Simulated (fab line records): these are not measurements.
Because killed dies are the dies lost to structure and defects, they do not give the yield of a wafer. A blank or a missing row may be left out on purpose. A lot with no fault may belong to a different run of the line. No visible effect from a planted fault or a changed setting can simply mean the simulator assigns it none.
A single fault, viewed from 2 desks / flow sky130 / what lay behind the numbers comes last; until then each desk has only its own

AT THE METROLOGY DESK
What the gauges read for every lot (on any tool): the sampled wafers with a number, averaged. Marked OUT: a lot whose mean sits more than 4 standard deviations from the usual mean, which makes it out of limits; the brackets give that distance.
Columns: A = VT_ADJUST_PCH_OVL at SKY_VT_ADJUST_PCH_OVL_MEAS_07, usual 0.3 nm; B = VIA1_HDPCVD_THK at SKY_VIA1_THK_MEAS_01, usual 1024 nm
lot=L182; first seen here=day 10 12:23; A=-0.4; B=1025
lot=L183; first seen here=day 10 17:37; A=1.5; B=1022
lot=L184; first seen here=day 11 01:29; A=-0.7; B=1013
lot=L188; first seen here=day 12 08:53; A=1.8; B=1031
lot=L189; first seen here=day 12 10:53; A=-0.1; B=1037
lot=L197; first seen here=day 15 02:11; A=0.1; B=1010
lot=L198; first seen here=day 15 07:51; A=-1.2; B=1019
lot=L200; first seen here=day 16 00:22; A=-0.6; B=1024
lot=L201; first seen here=day 16 15:41; A=0.3; B=1020
lot=L202; first seen here=day 17 00:39; A=-0.3; B=1010
lot=L203; first seen here=day 17 06:29; A=0.3; B=1026
lot=L204; first seen here=day 17 07:53; A=1.2; B=1021
lot=L205; first seen here=day 17 12:20; A=-1.5; B=1031
Result from this desk: across the 13 lots, nothing is out of limits.

THE TOOL OWNER'S DESK: cmp-01
The tool's own readings at SKY_CONTACT_CMP_04 (polishes SiO2): means of the sampled wafers that have a number, for each lot that ran on this tool. Marked OUT: a lot whose mean sits more than 4 standard deviations from the usual mean, which makes it out of limits; the brackets give that distance.
Columns: A = head pressure psi at SKY_CONTACT_CMP_04, usual 4.001 psi; B = motor current A at SKY_CONTACT_CMP_04, usual 11.6 A; C = time to endpoint s at SKY_CONTACT_CMP_04, usual 85 s
lot=L184; first seen here=day 31 06:46; A=4.002; B=12.2; C=82
lot=L189; first seen here=day 32 13:02; A=3.322 (-68) OUT; B=10.6; C=102 (+4.7) OUT
lot=L188; first seen here=day 32 15:55; A=3.320 (-68) OUT; B=9.7; C=106 (+5.7) OUT
lot=L197; first seen here=day 35 07:18; A=3.996; B=11.9; C=83
lot=L198; first seen here=day 35 08:31; A=4.001; B=11.5; C=85
lot=L200; first seen here=day 36 06:23; A=4.002; B=10.9; C=81
lot=L201; first seen here=day 36 14:41; A=3.998; B=11.8; C=87
lot=L202; first seen here=day 36 21:07; A=3.997; B=11.5; C=91
lot=L203; first seen here=day 37 05:37; A=4.000; B=12.1; C=81
This desk's finding: out of limits on L188, L189; first on L189, day 32 13:02 (head pressure psi at SKY_CONTACT_CMP_04). In limits: L184, L197, L198, L200, L201, L202, L203.

TAKEN TOGETHER
The tool owner's desk had the chance to raise an alarm at day 32 13:02 on L188, L189.
Nothing out of limits was seen by the metrology desk.
The metrology desk has L188, L189 on record, within its limits.
The lots listed all ran SKY_CONTACT_CMP_04 on cmp-01.

WHAT THE SIMULATOR HAD PUT IN
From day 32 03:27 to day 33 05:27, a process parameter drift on cmp-01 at SKY_CONTACT_CMP_04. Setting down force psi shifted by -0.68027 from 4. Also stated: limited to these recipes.
Shown lots that were struck: L188, L189.
Each desk's first reading out of limits, in hours after the fault started: the tool owner's desk, 10.
